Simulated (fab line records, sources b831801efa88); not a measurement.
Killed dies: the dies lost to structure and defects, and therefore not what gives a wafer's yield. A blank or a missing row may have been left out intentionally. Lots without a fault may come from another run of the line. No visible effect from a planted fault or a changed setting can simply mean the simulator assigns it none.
fab line records -- flow gf180mcu
record lots=14, wafers=42, last_day=34
route steps=602 shown STI@11 M3@412 V3@444
lots that met no fault: taken from a fault-free run of the same line
start_h: hours from the record's opening day to when the first of the lot's shown wafers began -- wait_h: how many hours have passed since the lot's step before this one -- " same as the row above -- L1.1+2: a row that stands for several wafers -- - either no value or no given start -- * or withheld: withheld -- < > ~ a bound
route shown NAME@n: a module of which the file shows steps, and the number in the route of the first -- usual: average and standard deviation across the fault-free wafers -- same: alike in all rows -- chamber/n: place in a boat -- sites: the reading at each site -- _std_site: the standard deviation of these -- _edge_site: the outer-site mean with the inner-site mean subtracted -- radius_mm: how far each site lies from the wafer's centre -- mask NAME#n: copy n -- behind: tool/chamber where the wafer was last shaped -- hold: cause of the lot's hold/its duration in hours/its outcome -- device: the n, p or np transistor that did not switch -- end of line: the tests these same wafers got at the end of their route -- step lacking rows: just its recipe -- killed: dies that structure and defects cost at the first sort, which is not the same as the wafer's yield -- map: shows each die of a wafer: x if killed, . if not, _ if none is there
set.NAME: the setting as run; set.NAME@STEP: as run at that earlier step -- model.NAME: the simulator's own value behind a step, which no gauge read
a sample of lots followed through the steps of the route, with each step as a table and each wafer as a row
services: when a tool's chamber went out of use (start_h, in hours from the record's first day, below 0 if earlier), for how many hours, and the reason
## steps
# step GF_STI_PEB_10
# recipe peb_temp_c=135, peb_time_s=90, resist=KrF
# usual chill_plate_temp_C=23.02/0.11, exhaust_pa=45.0/0.79, heater_power_total_W=85.69/0.088
lot.wafer,tool,chamber,start_h,wait_h,chill_plate_temp_C,exhaust_pa,heater_power_total_W
L225.1,litho_track-02,0,24.76,-,22.98,45.1,85.74
L225.4,litho_track-02,0,24.76,-,22.95,45.6,85.84
L225.5,litho_track-02,0,24.76,-,23.07,44.7,85.81
L226.3,litho_track-02,0,30.22,-,22.89,44.2,85.60
L226.5,litho_track-02,0,30.22,-,22.94,43.8,85.81
L226.6,litho_track-02,0,30.22,-,22.91,43.7,85.70
L227.2,litho_track-03,0,35.59,-,23.11,44.7,85.72
L227.4,litho_track-03,0,35.59,-,23.09,44.7,85.64
L227.5,litho_track-03,0,35.59,-,23.11,45.0,85.72
L229.1,litho_track-03,0,48.86,-,23.06,44.3,85.79
L229.2,litho_track-03,0,48.86,-,23.16,44.8,85.70
L229.4,litho_track-03,0,48.86,-,23.01,45.3,85.63
L237.4,litho_track-03,-,86.31,-,-,-,-
L237.5,litho_track-03,-,86.31,-,-,-,-
L237.6,litho_track-03,-,86.31,-,-,-,-
L238.1,litho_track-01,-,91.38,-,-,-,-
L238.2,litho_track-01,-,91.38,-,-,-,-
L238.3,litho_track-01,-,91.38,-,-,-,-
L239.1,litho_track-03,0,97.11,-,22.97,44.7,85.64
L239.2,litho_track-03,0,97.11,-,22.88,45.3,85.66
L239.4,litho_track-03,0,97.11,-,22.91,46.3,85.76
L240.3,litho_track-03,0,104.23,-,23.20,45.3,85.58
L240.5,litho_track-03,0,104.23,-,23.17,44.1,85.75
L240.6,litho_track-03,0,104.23,-,23.10,44.8,85.76
L241.2,litho_track-03,0,107.54,-,22.87,45.4,85.65
L241.4,litho_track-03,0,107.54,-,23.08,45.0,85.62
L241.5,litho_track-03,0,107.54,-,22.87,46.3,85.54
L243.2,litho_track-01,0,117.61,-,23.01,45.2,85.62
L243.4,litho_track-01,0,117.61,-,23.18,44.5,85.66
L243.5,litho_track-01,0,117.61,-,23.12,45.5,85.61
L244.1,litho_track-03,0,122.86,-,23.06,46.3,85.77
L244.2,litho_track-03,0,122.86,-,23.08,46.3,85.64
L244.5,litho_track-03,0,122.86,-,22.88,45.7,85.76
L245.1,litho_track-03,0,128.61,-,22.91,44.8,85.80
L245.4,litho_track-03,0,128.61,-,22.99,44.3,85.74
L245.5,litho_track-03,0,128.61,-,22.94,45.2,85.73
L247.1,litho_track-03,0,137.96,-,23.19,45.4,85.76
L247.5,litho_track-03,0,137.96,-,23.19,44.4,85.79
L247.6,litho_track-03,0,137.96,-,23.08,45.2,85.57
L248.2,litho_track-02,0,143.89,-,23.00,45.2,85.81
L248.4,litho_track-02,0,143.89,-,23.12,45.2,85.79
L248.6,litho_track-02,0,143.89,-,22.94,45.2,85.64
# step GF_M3_SPUTTER_03
# recipe material=Ti, target_thk_nm=10, substrate_temp_c=300, chamber_pressure_pa=0.3, power_w=3000, time_s=6.7
# usual throttle_valve_pct=30.1/1
lot.wafer,tool,chamber,start_h,wait_h,throttle_valve_pct
L225.1,pvd_sputter-02,-,461.79,0.0,28.8
L225.4,pvd_sputter-02,-,461.79,0.0,31.3
L225.5,pvd_sputter-02,-,461.79,0.0,28.7
L226.3,pvd_sputter-01,-,474.80,0.0,30.2
L226.5,pvd_sputter-01,-,474.80,0.0,29.7
L226.6,pvd_sputter-01,-,474.80,0.0,29.1
L227.2,pvd_sputter-03,-,477.14,0.0,31.6
L227.4,pvd_sputter-03,-,477.14,0.0,29.4
L227.5,pvd_sputter-03,-,477.14,0.0,30.3
L229.1,pvd_sputter-01,-,507.76,0.0,28.9
L229.2,pvd_sputter-01,-,507.76,0.0,30.0
L229.4,pvd_sputter-01,-,507.76,0.0,28.4
L239.1,pvd_sputter-03,-,587.19,0.0,30.3
L239.2,pvd_sputter-03,-,587.19,0.0,29.7
L239.4,pvd_sputter-03,-,587.19,0.0,31.0
L240.3,pvd_sputter-01,-,597.34,0.0,28.0
L240.5,pvd_sputter-01,-,597.34,0.0,29.2
L240.6,pvd_sputter-01,-,597.34,0.0,30.2
L241.2,pvd_sputter-02,-,610.04,0.0,31.5
L241.4,pvd_sputter-02,-,610.04,0.0,28.6
L241.5,pvd_sputter-02,-,610.04,0.0,30.5
L243.2,pvd_sputter-03,-,615.22,0.0,31.0
L243.4,pvd_sputter-03,-,615.22,0.0,29.9
L243.5,pvd_sputter-03,-,615.22,0.0,29.8
L244.1,pvd_sputter-02,-,627.08,0.0,28.8
L244.2,pvd_sputter-02,-,627.08,0.0,30.1
L244.5,pvd_sputter-02,-,627.08,0.0,31.7
L245.1,pvd_sputter-01,-,633.86,0.0,28.1
L245.4,pvd_sputter-01,-,633.86,0.0,30.0
L245.5,pvd_sputter-01,-,633.86,0.0,30.2
L247.1,pvd_sputter-01,-,642.04,0.0,29.9
L247.5,pvd_sputter-01,-,642.04,0.0,28.5
L247.6,pvd_sputter-01,-,642.04,0.0,30.1
L248.2,pvd_sputter-03,-,651.28,0.0,30.9
L248.4,pvd_sputter-03,-,651.28,0.0,31.5
L248.6,pvd_sputter-03,-,651.28,0.0,29.6
# step GF_V3_OVL_MEAS_15
# usual V3_OVL=3/5.6
lot.wafer,tool,chamber,start_h,wait_h,V3_OVL[nm]
L225.1,overlay-01,-,509.97,0.1,-4
L225.4,overlay-01,-,509.97,0.1,8
L225.5,overlay-01,-,509.97,0.1,-2
L226.3,overlay-01,-,523.38,0.1,-5
L226.5,overlay-01,-,523.38,0.1,-4
L226.6,overlay-01,-,523.38,0.1,0
L227.2,overlay-01,-,525.72,0.1,-5
L227.4,overlay-01,-,525.72,0.1,3
L227.5,overlay-01,-,525.72,0.1,5
L229.1,overlay-01,-,554.85,0.1,-1
L229.2,overlay-01,-,554.85,0.1,-2
L229.4,overlay-01,-,554.85,0.1,-7
L239.1,overlay-02,-,630.59,0.1,8
L239.2,overlay-02,-,630.59,0.1,6
L239.4,overlay-02,-,630.59,0.1,6
L240.3,overlay-01,-,641.13,0.1,6
L240.5,overlay-01,-,641.13,0.1,-4
L240.6,overlay-01,-,641.13,0.1,8
L241.2,overlay-01,-,651.72,0.1,-4
L241.4,overlay-01,-,651.72,0.1,-3
L241.5,overlay-01,-,651.72,0.1,-3
L243.2,overlay-02,-,656.64,0.1,-2
L243.4,overlay-02,-,656.64,0.1,4
L243.5,overlay-02,-,656.64,0.1,6
L244.1,overlay-02,-,667.82,0.1,16
L244.2,overlay-02,-,667.82,0.1,5
L244.5,overlay-02,-,667.82,0.1,2
L245.1,overlay-02,-,674.17,0.1,7
L245.4,overlay-02,-,674.17,0.1,8
L245.5,overlay-02,-,674.17,0.1,9
L247.1,overlay-02,-,682.69,0.1,-2
L247.5,overlay-02,-,682.69,0.1,5
L247.6,overlay-02,-,682.69,0.1,8
L248.2,overlay-02,-,691.37,0.1,2
L248.4,overlay-02,-,691.37,0.1,7
L248.6,overlay-02,-,691.37,0.1,-1
# step GF_V3_RS_MEAS_24
# recipe thk_meas_gauge=four-point-probe, reads=W_of_V3_CVD_23+TiN_of_V3_SPUTTER_22+Ti_of_V3_SPUTTER_21
# usual V3_W_RS=0.323/0.0046
lot.wafer,tool,chamber,start_h,wait_h,V3_W_RS[ohm/sq]
L225.1,film_metro-02,-,510.92,0.1,0.327
L225.4,film_metro-02,-,510.92,0.1,0.327
L225.5,film_metro-02,-,510.92,0.1,0.330
L226.3,film_metro-02,-,524.35,0.1,0.327
L226.5,film_metro-02,-,524.35,0.1,0.319
L226.6,film_metro-02,-,524.35,0.1,0.327
L227.2,film_metro-01,-,526.66,0.1,0.326
L227.4,film_metro-01,-,526.66,0.1,0.320
L227.5,film_metro-01,-,526.66,0.1,0.324
L229.1,film_metro-02,-,555.76,0.1,0.325
L229.2,film_metro-02,-,555.76,0.1,0.325
L229.4,film_metro-02,-,555.76,0.1,0.318
L239.1,film_metro-01,-,631.59,0.1,0.321
L239.2,film_metro-01,-,631.59,0.1,0.331
L239.4,film_metro-01,-,631.59,0.1,0.332
L240.3,film_metro-03,-,642.07,0.1,0.317
L240.5,film_metro-03,-,642.07,0.1,0.329
L240.6,film_metro-03,-,642.07,0.1,0.320
L241.2,film_metro-02,-,652.65,0.1,0.316
L241.4,film_metro-02,-,652.65,0.1,0.319
L241.5,film_metro-02,-,652.65,0.1,0.314
L243.2,film_metro-01,-,657.57,0.1,0.321
L243.4,film_metro-01,-,657.57,0.1,0.321
L243.5,film_metro-01,-,657.57,0.1,0.332
L244.1,film_metro-01,-,668.73,0.1,0.323
L244.2,film_metro-01,-,668.73,0.1,0.326
L244.5,film_metro-01,-,668.73,0.1,0.330
L245.1,film_metro-03,-,675.08,0.1,0.321
L245.4,film_metro-03,-,675.08,0.1,0.322
L245.5,film_metro-03,-,675.08,0.1,0.320
L247.1,film_metro-01,-,683.60,0.1,0.337
L247.5,film_metro-01,-,683.60,0.1,0.325
L247.6,film_metro-01,-,683.60,0.1,0.331
L248.2,film_metro-03,-,692.64,0.1,0.321
L248.4,film_metro-03,-,692.64,0.1,0.320
L248.6,film_metro-03,-,692.64,0.1,0.324
## services
tool,chamber,start_h,hours,kind
pvd_sputter-01,-,26.27,0.9,repair
pvd_sputter-01,-,96.77,1.7,repair
pvd_sputter-03,-,202.48,2.3,repair
pvd_sputter-01,-,243.70,6.5,repair
pvd_sputter-02,-,244.42,1.6,repair
pvd_sputter-01,-,318.73,0.6,repair
pvd_sputter-01,-,365.85,5.8,repair
pvd_sputter-03,-,375.35,2.0,repair
pvd_sputter-02,-,394.83,5.3,repair
pvd_sputter-02,-,413.61,9.9,repair
pvd_sputter-03,-,450.83,15.0,repair
pvd_sputter-02,-,479.81,1.1,repair
pvd_sputter-01,-,569.74,3.5,repair
pvd_sputter-03,-,608.51,2.6,repair
pvd_sputter-02,-,644.04,1.8,repair
pvd_sputter-03,-,648.55,2.0,repair
## key
first_sign step=GF_STI_PEB_10, reading=tool_record, direction=missing
effect none on later readings
met_at GF_STI_PEB_10
struck_lots L237,L238
later_rows_left_out L237.4,L237.5,L237.6,L238.1,L238.2,L238.3
sort_left_out L237.4,L237.5,L237.6,L238.1,L238.2,L238.3
tester_left_out L237,L238
not_acting_at GF_M3_SPUTTER_03,GF_V3_OVL_MEAS_15,GF_V3_RS_MEAS_24
onset_between 48.86 86.31
fault kind=skipped_step_whole, tool=litho_track-01,litho_track-03, chamber=-, onset_h=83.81, steps=GF_STI_PEB_10, scope=struck_lots_only
# tester_left_out: of these lots the tester's yield and bins aren't shown, on N5 and GAA mostly nor the transistor test; their killed dies are dies lost to structure and defects alone, not to doping, threshold or leakage, so they don't give the yield
# sort_left_out: the simulated sort isn't trusted on such a fault, so these wafers' sort isn't shown, and their yield isn't known
# later_rows_left_out: the simulator's readings of these wafers behind a module that went badly wrong aren't trusted and aren't shown, but for the sort
